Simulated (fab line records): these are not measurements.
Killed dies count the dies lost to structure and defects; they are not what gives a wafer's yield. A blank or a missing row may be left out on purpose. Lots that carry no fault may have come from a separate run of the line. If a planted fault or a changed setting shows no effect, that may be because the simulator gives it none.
8D (eight disciplines) problem report, filled in by code | flow sfqLine | the parts of the form that need people (team, actions taken, sign-off) are left out

## 1. PROBLEM STATEMENT
Wafers without a fault read 79.15 W, standard deviation 0.07; heaterPowerTotalW at SFQ_TRILAYER_I3_VIA_LITHO_PEB_088 reads a mean of 81.17 W on 5 wafers belonging to 2 lots. Relative to the usual mean, that is a shift of +29 standard deviations.
The step: peb time 60 s.
Seen first at day 47 23:07 on lithoTrack-04, wafer L190.1. At this step, 41 wafers from 14 lots have a number in the record. By rule, "out" or "out of limits" means more than 4 standard deviations away from the usual mean. All remaining wafers that have a number are taken as sound.

## 2. WHAT IT IS; WHAT IT IS NOT
question                    | is                            | is not
which readings at this step | heaterPowerTotalW, plateTempC | -
which lots                  | L190, L191                    | L180, L186, L192, L193, L195, L196, L197, L199, L200, L201, L202, L203
which wafers of those lots  | all that have a number        | -
read on which tools         | lithoTrack-04                 | lithoTrack-01, lithoTrack-02
when                        | from day 47 23:07             | up to then (6 sound wafers); but 30 sound wafers of L192, L193, L195, L196, L197, L199, L200, L201, L202, L203 came after

## 3. THE SUSPECTS, EACH WITH WHAT RULES IT OUT
Counting: a tool stays on the suspect list if, at a process step up to the reading, it processed all lots that are out and no sound lot following the first of them.
- lithoTrack-04 at SFQ_TRILAYER_I3_VIA_LITHO_PEB_088 (peb time 60 s): kept. It ran every lot that is out, first L190 (day 47 23:07), and no sound lot after that. Its own readings are out on those wafers: heaterPowerTotalW, plateTempC.
After counting, what remains is lithoTrack-04 at SFQ_TRILAYER_I3_VIA_LITHO_PEB_088.

## 4. THE CAUSE (what the simulator had put in)
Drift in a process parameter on lithoTrack-04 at SFQ_TRILAYER_I3_VIA_LITHO_PEB_088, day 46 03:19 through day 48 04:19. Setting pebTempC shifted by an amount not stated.
After counting, this tool was the only one left.

## 5. SEQUENCE OF EFFECTS, ordered by route
One row per reading whose mean, taken over the struck wafers that have a number, lies over 3 standard deviations from the usual. Only readings whose record carries a usual standard deviation are examined. hours: median over the lots of the time between each lot's start at the first step of this table that gives one and its start at this step. sigmas: the change, counted in usual standard deviations.
hours | step                              | reading           | usual    | on struck wafers | change | sigmas
0     | SFQ_TRILAYER_I3_VIA_LITHO_PEB_088 | heaterPowerTotalW | 79.15 W  | 81.17            | +2.02  | +29
0     | SFQ_TRILAYER_I3_VIA_LITHO_PEB_088 | plateTempC        | 115.00 C | 117.25           | +2.25  | +16
It contains these process steps:
- SFQ_TRILAYER_I3_VIA_LITHO_PEB_088: peb time 60 s.

## 6. WHAT WOULD HAVE CAUGHT IT SOONER
The fault began at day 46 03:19; the first out-of-limits reading in this record came at day 47 23:07, 44 hours later.
